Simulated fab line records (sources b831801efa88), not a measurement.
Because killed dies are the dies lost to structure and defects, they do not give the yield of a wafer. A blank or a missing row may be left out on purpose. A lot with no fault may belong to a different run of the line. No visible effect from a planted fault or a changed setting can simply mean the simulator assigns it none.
Which tool is to blame? + flow gf180mcu + 15 lots with 45 wafers sampled at 2 steps, on a route of 602 steps

WHAT THE GAUGES SHOWED, per wafer
GF_M1_OVL_MEAS_15.
| lot  | measured     | on         | M1_OVL (nm) |
|------|--------------|------------|-------------|
| L388 | day 16 23:38 | overlay-01 | 7 3 2       |
| L389 | day 17 09:38 | overlay-01 | 17 12 15    |
| L391 | day 18 08:14 | overlay-01 | 4 9 4       |
| L393 | day 19 00:11 | overlay-02 | 7 5 6       |
| L396 | day 20 10:09 | overlay-01 | 5 6 2       |
| L397 | day 20 14:14 | overlay-02 | -5 3 0      |
| L398 | day 20 23:14 | overlay-02 | 10 8 4      |
| L399 | day 21 10:37 | overlay-01 | 8 4 3       |
| L401 | day 22 06:53 | overlay-02 | -3 -3 4     |
| L402 | day 22 09:44 | overlay-01 | -3 -2 -2    |
| L403 | day 22 18:38 | overlay-02 | -4 9 7      |
| L404 | day 23 03:26 | overlay-02 | 6 0 0       |
| L405 | day 23 06:41 | overlay-02 | 5 4 9       |
| L408 | day 24 07:01 | overlay-01 | 2 3 4       |
| L411 | day 25 03:20 | overlay-01 | 6 11 11     |

GF_V1_THK_MEAS_01.
| lot  | measured     | on            | V1_CVD_00_THK (nm) |
|------|--------------|---------------|--------------------|
| L388 | day 17 00:25 | film metro-02 | 608 606 610        |
| L389 | day 17 10:25 | film metro-01 | 609 601 600        |
| L391 | day 18 09:02 | film metro-02 | 607 606 604        |
| L393 | day 19 01:00 | film metro-04 | 596 604 603        |
| L396 | day 20 10:56 | film metro-02 | 600 601 593        |
| L397 | day 20 15:01 | film metro-02 | 605 606 597        |
| L398 | day 21 00:01 | film metro-01 | 592 585 594        |
| L399 | day 21 11:34 | film metro-04 | 599 594 597        |
| L401 | day 22 07:44 | film metro-01 | 595 603 603        |
| L402 | day 22 10:33 | film metro-02 | 602 595 590        |
| L403 | day 22 19:25 | film metro-04 | 603 603 602        |
| L404 | day 23 04:13 | film metro-02 | 600 605 597        |
| L405 | day 23 07:28 | film metro-01 | 603 602 590        |
| L408 | day 24 07:55 | film metro-02 | 596 601 583        |
| L411 | day 25 04:07 | film metro-01 | 600 595 609        |

TOOL THAT RAN EACH LOT (tool first, then ch and the chambers of the sampled wafers, then the start)
The record holds no process step before these readings.

AS READ BY THE TOOLS THEMSELVES (means over the sampled wafers that have a number; for cases with no such wafer, the mark the record gives instead)
The record holds no such reading with a usual standard deviation.

THE ANSWER, worked out from the rows above alone
Rule: usual is defined by the lots themselves. The widest of any qualifying gaps counts: lots, ordered by their means at a reading, are off when they make up no more than a third of the lots, leave a main group of 4 or more, and stand apart from it by 3 or more times the standard deviation of that group's means. The tables above print the reading to a certain number of digits; a main group whose means all agree to those digits is not used. Also off: a lot with no number at a reading for which 4 or more lots have one. Where the step has rows for the other lots, those lots are counted as sound. Order of review: gauges by route order, followed by the tools' own readings, for which a lot's mean as printed above is used. At the first step where some lot is off, the reading lying furthest off is the one used; lots without a number count as furthest.
Nothing can be told from this: no lot is off at any reading shown.

WHAT WAS PUT IN BY THE SIMULATOR
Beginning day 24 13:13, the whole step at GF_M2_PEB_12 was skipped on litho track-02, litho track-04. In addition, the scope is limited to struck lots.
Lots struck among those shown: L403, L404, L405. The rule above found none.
